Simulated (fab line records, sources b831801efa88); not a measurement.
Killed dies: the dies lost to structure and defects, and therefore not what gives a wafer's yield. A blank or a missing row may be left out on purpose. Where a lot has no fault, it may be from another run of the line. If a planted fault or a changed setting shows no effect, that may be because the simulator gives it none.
8D (eight disciplines) problem report, filled in by code | flow sky130 | the parts of the form that need people (team, actions taken, sign-off) are left out

## 1. THE PROBLEM
developerTempC at SKY_LI_CONTACT_DEVELOP_11 reads a mean of 21.94 C on 6 wafers of 2 lots; wafers without a fault read 21.00 C with a standard deviation of 0.11. Measured from the usual mean, that is +8.5 standard deviations.
The step: develop time 60 s.
First observed at day 33 05:00: wafer L956.3, on lithoTrack-01. The record has a number at this step for 39 wafers belonging to 13 lots. Rule for "out" (also "out of limits"): further than 4 standard deviations from the usual mean. All remaining wafers that have a number are taken as sound.

## 2. WHAT IT IS AND WHAT IT IS NOT
question                    | is                     | is not
which readings at this step | developerTempC         | exhaustPa
which lots                  | L956, L958             | L943, L944, L945, L947, L948, L949, L950, L962, L964, L965, L966
which wafers of those lots  | all that have a number | -
read on which tools         | lithoTrack-01          | lithoTrack-02, lithoTrack-04
when                        | from day 33 05:00      | up to then (21 sound wafers); but 12 sound wafers of L962, L964, L965, L966 came after

## 3. SUSPECTS, AND WHAT RULES EACH OUT
Counting: a tool stays on the suspect list if, at a process step up to the reading, it processed all lots that are out and no sound lot following the first of them.
- lithoTrack-01 at SKY_LI_CONTACT_DEVELOP_11 (develop time 60 s): ruled out as a lasting fault. The sound lots L966 went through it after L956, its earliest lot that is out (day 33 05:00).
Left after counting: nothing in the record.

## 4. THE CAUSE (what the simulator had put in)
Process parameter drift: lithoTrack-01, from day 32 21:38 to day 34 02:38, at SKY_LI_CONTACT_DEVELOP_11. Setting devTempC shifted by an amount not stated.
Counting ruled it out, wrongly.

## 5. SEQUENCE OF EFFECTS, ordered by route
Rows list readings where the struck wafers' mean (over those with a number) sits beyond 3 standard deviations from the usual. Scope: only readings with a usual standard deviation given in the record; hours: median across lots of the time from each lot's start at the first step in this table that gives one to its start at this step; sigmas: change in usual standard deviations.
hours | step                      | reading        | usual   | on struck wafers | change | sigmas
0     | SKY_LI_CONTACT_DEVELOP_11 | developerTempC | 21.00 C | 21.94            | +0.94  | +8.5
Here are the process steps it includes:
- SKY_LI_CONTACT_DEVELOP_11: develop time 60 s.

## 6. HOW IT WOULD HAVE BEEN CAUGHT EARLIER
The fault began at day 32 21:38; the first out-of-limits reading in this record came at day 33 05:00, 7 hours later.
